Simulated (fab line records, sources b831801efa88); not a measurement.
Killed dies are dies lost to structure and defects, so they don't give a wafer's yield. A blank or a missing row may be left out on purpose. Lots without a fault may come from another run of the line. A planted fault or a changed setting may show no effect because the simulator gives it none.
Chamber matching | flow gf180mcu | GF_V4_CVD_02 on pecvd-02: 3 sister chambers
The step deposits SiO2 from TEOS, target thk 850 nm, time 94.851 s. 16 wafers are shown with their chamber, then 8 later ones without.

WAFERS WITH THEIR CHAMBER
wafer  | chamber | heater_power_w (W)
L475.2 | 0       | 729
L475.5 | 0       | 764
L475.6 | 1       | 892
L479.1 | 1       | 818
L479.3 | 0       | 760
L479.6 | 1       | 872
L480.1 | 2       | 696
L480.5 | 1       | 859
L480.6 | 2       | 740
L482.1 | 0       | 793
L482.4 | 0       | 643
L482.6 | 0       | 714
L484.3 | 0       | 721
L484.4 | 2       | 804
L484.5 | 2       | 635
L487.1 | 1       | 867

SIGNATURES (means of the wafers above)
reading        | chamber 0 | chamber 1 | chamber 2 | scatter within a chamber
heater_power_w | 732.00    | 861.60    | 718.75    | 49.7
Rule: a wafer's distance from a chamber is the root of the sum, over the readings, of the square of ((its reading less the chamber's mean) divided by the reading's scatter). The wafer belongs to the nearest chamber; if the next one is less than 2 further off, it can't be placed. The scatter: the root of (the sum of the squares of (reading less its chamber's mean) over the shown wafers, divided by (wafers less chambers)).

WAFERS WITHOUT THEIR CHAMBER
wafer  | heater_power_w (W)
L487.2 | 715
L487.6 | 648
L489.2 | 797
L489.5 | 634
L489.6 | 794
L496.3 | 727
L496.5 | 817
L496.6 | 705

WHICH CHAMBER EACH WENT THROUGH
wafer  | from the rows above          | in truth
L487.2 | can't be placed: 2 or 0      | 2
L487.6 | can't be placed: 2 or 0      | 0
L489.2 | can't be placed: 1 or 0 or 2 | 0
L489.5 | can't be placed: 2 or 0      | 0
L489.6 | can't be placed: 0 or 1 or 2 | 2
L496.3 | can't be placed: 0 or 2      | 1
L496.5 | can't be placed: 1 or 0 or 2 | 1
L496.6 | can't be placed: 2 or 0      | 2
Placed correctly: 0 of 8. Can't be placed from these rows: 8 (the true chamber is among the candidates in 7). Placed wrongly: 0.
